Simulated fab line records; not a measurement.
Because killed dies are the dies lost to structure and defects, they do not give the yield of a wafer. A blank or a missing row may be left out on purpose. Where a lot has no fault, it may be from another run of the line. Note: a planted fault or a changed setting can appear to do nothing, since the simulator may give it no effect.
Which tool is to blame? ; flow sfq-line ; 40 wafers from 14 lots sampled at 6 of the route's 325 steps

WHAT THE GAUGES SHOWED, per wafer
SFQ_R5_RS_MEAS_933: a four-point-probe measurement.
lot;measured;on;R5_MONX_RS (ohm/sq)
L613;day 58 21:31;film-metro-04;7.10 7.09 7.03
L614;day 59 05:55;film-metro-03;7.03 7.05 7.00
L615;day 59 21:25;film-metro-02;7.05 7.02 7.01
L616;day 60 13:21;film-metro-04;7.24 7.08 7.16
L617;day 60 22:58;film-metro-02;7.14 7.11 7.21
L618;day 61 21:42;film-metro-03;7.11 6.93 7.12
L623;day 64 07:19;film-metro-04;7.08 6.14
L626;day 64 12:07;film-metro-03;6.93 6.02 6.04
L627;day 64 16:34;film-metro-02;6.07 6.00
L630;day 64 22:10;film-metro-04;7.14 7.15 7.02
L631;day 64 22:54;film-metro-02;7.01 7.01 6.96
L633;day 65 03:35;film-metro-04;6.92 6.98 7.00
L635;day 65 10:06;film-metro-02;6.96 6.99 7.03
L636;day 65 11:54;film-metro-02;6.90 6.96 6.93

SFQ_R5_THK_MEAS_934: measures by xrf.
lot;measured;on;R5_MONX_THK (nm)
L613;day 58 21:38;film-metro-04;39.2 39.3 39.4
L614;day 59 06:02;film-metro-03;39.4 39.3 39.8
L615;day 59 21:31;film-metro-02;39.5 39.9 39.8
L616;day 60 13:28;film-metro-04;38.4 39.3 38.7
L617;day 60 23:05;film-metro-02;38.9 39.2 38.5
L618;day 61 21:49;film-metro-03;39.0 40.1 38.9
L623;day 64 07:26;film-metro-04;39.6 45.8
L626;day 64 12:14;film-metro-03;39.9 46.6 46.6
L627;day 64 16:41;film-metro-02;45.6 46.3
L630;day 64 22:15;film-metro-04;38.9 38.9 39.6
L631;day 64 23:01;film-metro-02;39.9 39.8 39.8
L633;day 65 03:42;film-metro-04;40.2 39.9 39.6
L635;day 65 10:13;film-metro-02;40.1 39.9 39.6
L636;day 65 12:01;film-metro-02;40.4 40.0 40.3

EACH LOT AND THE TOOL THAT RAN IT (in order: tool; ch and the chambers of the sampled wafers; start)
lot;SFQ_TRILAYER_M4_ETCH_METAL_ETCH_096;SFQ_TRILAYER_I4_VIA_BARC_OPEN_VIA_ETCH_146;SFQ_TRILAYER_I4_VIA_ETCH_VIA_ETCH_106;SFQ_TRILAYER_R5_DEP_SPUTTER_133
L613;rie-metal-01 ch 0,1, day 41 11:11;rie-diel-02 ch 1,2,3, day 47 21:26;rie-diel-02 ch 1,2,3, day 47 21:28;pvd-sputter-03, day 58 21:26
L614;rie-metal-01 ch 0,1, day 41 22:01;rie-diel-04 ch 0,1,2, day 48 09:34;rie-diel-04 ch 0,1,2, day 48 09:36;pvd-sputter-03, day 59 05:50
L615;rie-metal-03 ch 0,1, day 42 20:51;rie-diel-03 ch 0,1, day 49 04:46;rie-diel-03 ch 0,1, day 49 04:48;pvd-sputter-03, day 59 21:18
L616;rie-metal-03 ch 0,1, day 43 16:02;rie-diel-03 ch 0,1,3, day 50 05:58;rie-diel-03 ch 0,1,3, day 50 06:00;pvd-sputter-03, day 60 13:17
L617;rie-metal-03 ch 0,1, day 43 23:25;rie-diel-02 ch 0,3, day 50 13:10;rie-diel-02 ch 0,3, day 50 13:12;pvd-sputter-03, day 60 22:53
L618;rie-metal-01 ch 0,1, day 44 21:04;rie-diel-02 ch 0,2,3, day 51 08:22;rie-diel-02 ch 0,2,3, day 51 08:24;pvd-sputter-03, day 61 21:38
L623;rie-metal-04 ch 0,1, day 52 23:31;rie-diel-02 ch 2,3, day 54 16:15;rie-diel-02 ch 2,3, day 54 16:17;pvd-sputter-05, day 64 07:14
L626;rie-metal-04 ch 0,1, day 53 19:55;rie-diel-03 ch 0,3, day 54 22:15;rie-diel-03 ch 0,3, day 54 22:17;pvd-sputter-05, day 64 12:02
L627;rie-metal-03 ch 1, day 53 21:07;rie-diel-02 ch 1, day 54 23:27;rie-diel-02 ch 1, day 54 23:29;pvd-sputter-05, day 64 16:29
L630;rie-metal-03 ch 0,1, day 54 00:45;rie-diel-04 ch 0,1,2, day 55 06:12;rie-diel-04 ch 0,1,2, day 55 06:14;pvd-sputter-03, day 64 22:02
L631;rie-metal-01 ch 0,1, day 54 01:55;rie-diel-03 ch 0,1,2, day 55 07:24;rie-diel-03 ch 0,1,2, day 55 07:26;pvd-sputter-04, day 64 22:50
L633;rie-metal-01 ch 0,1, day 54 04:19;rie-diel-04 ch 0,2,3, day 55 09:48;rie-diel-04 ch 0,2,3, day 55 09:50;pvd-sputter-03, day 65 03:29
L635;rie-metal-01 ch 0,1, day 54 06:43;rie-diel-02 ch 1,2,3, day 55 12:12;rie-diel-02 ch 1,2,3, day 55 12:14;pvd-sputter-03, day 65 10:02
L636;rie-metal-04 ch 0,1, day 54 07:55;rie-diel-04 ch 0,2,3, day 55 13:24;rie-diel-04 ch 0,2,3, day 55 13:26;pvd-sputter-04, day 65 11:50
- SFQ_TRILAYER_M4_ETCH_METAL_ETCH_096: etches Nb in Cl2/Ar, stops on SiO2, target depth 240 nm, time 120 s.
- SFQ_TRILAYER_I4_VIA_BARC_OPEN_VIA_ETCH_146: etches BARC in O2, target depth 125 nm, time 41.7 s.
- SFQ_TRILAYER_I4_VIA_ETCH_VIA_ETCH_106: etches SiO2 in CHF3, stops on Nb, target depth 260 nm.
- SFQ_TRILAYER_R5_DEP_SPUTTER_133: material MoNx, target thk 40 nm, time 66.7 s.

WHAT THE TOOLS THEMSELVES READ (means of the sampled wafers that have a number; where no wafer has one, the mark that the record gives instead)
SFQ_TRILAYER_M4_ETCH_METAL_ETCH_096.
lot;tool;bias-w (W);drypump-motor-current-A (A);oes-product-au (a.u.)
L613;rie-metal-01;79.95;5.2;0.897
L614;rie-metal-01;79.93;5.2;0.890
L615;rie-metal-03;79.89;6.0;0.895
L616;rie-metal-03;79.93;5.5;0.887
L617;rie-metal-03;79.99;6.0;0.891
L618;rie-metal-01;79.93;5.2;0.883
L623;rie-metal-04;80.06;6.0;0.884
L626;rie-metal-04;79.92;5.9;0.885
L627;rie-metal-03;80.16;6.5;0.890
L630;rie-metal-03;80.15;5.6;0.896
L631;rie-metal-01;79.90;5.2;0.897
L633;rie-metal-01;80.07;5.2;0.898
L635;rie-metal-01;79.84;5.2;0.895
L636;rie-metal-04;79.93;5.9;0.896

SFQ_TRILAYER_I4_VIA_BARC_OPEN_VIA_ETCH_146.
lot;tool;bias-w (W);drypump-motor-current-A (A);oes-product-au (a.u.)
L613;rie-diel-02;80.10;5.9;0.689
L614;rie-diel-04;80.17;5.4;0.682
L615;rie-diel-03;80.12;5.9;0.682
L616;rie-diel-03;79.87;5.7;0.688
L617;rie-diel-02;80.17;5.7;0.684
L618;rie-diel-02;79.71;5.7;0.687
L623;rie-diel-02;79.79;5.8;0.687
L626;rie-diel-03;80.07;5.8;0.688
L627;rie-diel-02;79.97;6.1;0.686
L630;rie-diel-04;80.01;5.4;0.691
L631;rie-diel-03;80.34;5.9;0.683
L633;rie-diel-04;79.84;5.6;0.683
L635;rie-diel-02;79.89;6.0;0.683
L636;rie-diel-04;79.77;5.6;0.687

SFQ_TRILAYER_I4_VIA_ETCH_VIA_ETCH_106.
lot;tool;bias-w (W);drypump-motor-current-A (A);oes-product-au (a.u.)
L613;rie-diel-02;80.03;5.9;0.851
L614;rie-diel-04;80.15;5.4;0.859
L615;rie-diel-03;80.33;5.9;0.847
L616;rie-diel-03;80.02;5.7;0.848
L617;rie-diel-02;80.26;5.6;0.856
L618;rie-diel-02;79.99;5.7;0.854
L623;rie-diel-02;80.12;5.9;0.849
L626;rie-diel-03;80.15;5.8;0.856
L627;rie-diel-02;79.95;6.1;0.845
L630;rie-diel-04;80.05;5.4;0.853
L631;rie-diel-03;80.00;5.9;0.856
L633;rie-diel-04;80.06;5.6;0.855
L635;rie-diel-02;80.22;6.0;0.855
L636;rie-diel-04;79.85;5.6;0.856

SFQ_TRILAYER_R5_DEP_SPUTTER_133.
lot;tool;throttle-valve-pct (%)
L613;pvd-sputter-03;29.5
L614;pvd-sputter-03;30.5
L615;pvd-sputter-03;30.5
L616;pvd-sputter-03;30.7
L617;pvd-sputter-03;30.7
L618;pvd-sputter-03;30.3
L623;pvd-sputter-05;28.5
L626;pvd-sputter-05;28.4
L627;pvd-sputter-05;29.1
L630;pvd-sputter-03;30.0
L631;pvd-sputter-04;29.5
L633;pvd-sputter-03;30.4
L635;pvd-sputter-03;30.5
L636;pvd-sputter-04;29.8

THE ANSWER, worked out from the rows above alone
Rule: the lots themselves supply what counts as usual. The widest of any qualifying gaps counts: lots, ordered by their means at a reading, are off when they make up no more than a third of the lots, leave a main group of 4 or more, and stand apart from it by 3 or more times the standard deviation of that group's means. The tables above print the reading to a certain number of digits; a main group whose means all agree to those digits is not used. A lot without any number at a reading at which 4 lots or more have one is off too. Where the step has rows for the other lots, those lots are counted as sound. Order of review: gauges by route order, followed by the tools' own readings, for which a lot's mean as printed above is used. The first step at which some lot is off is used, and at that step the reading that is off furthest; a lot without a number counts as furthest.
Off: L623, L626, L627, seen at SFQ_R5_RS_MEAS_933 (R5_MONX_RS). Main group: mean 7.04 ohm/sq, sd 0.07.
A tool fits if, at a process step before that reading, it ran every lot that is off, and no sound lot after the first of them. Those tools and the gauges at SFQ_R5_RS_MEAS_933 are tried in the same way. One fits: SFQ_TRILAYER_R5_DEP_SPUTTER_133 on pvd-sputter-05. It ran no sound lot before its first lot that is off in this sample, so the start can't be narrowed down.

WHAT THE SIMULATOR PUT IN
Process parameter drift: pvd-sputter-05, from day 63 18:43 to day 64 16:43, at SFQ_TRILAYER_R5_DEP_SPUTTER_133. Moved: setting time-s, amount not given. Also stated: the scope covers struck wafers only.
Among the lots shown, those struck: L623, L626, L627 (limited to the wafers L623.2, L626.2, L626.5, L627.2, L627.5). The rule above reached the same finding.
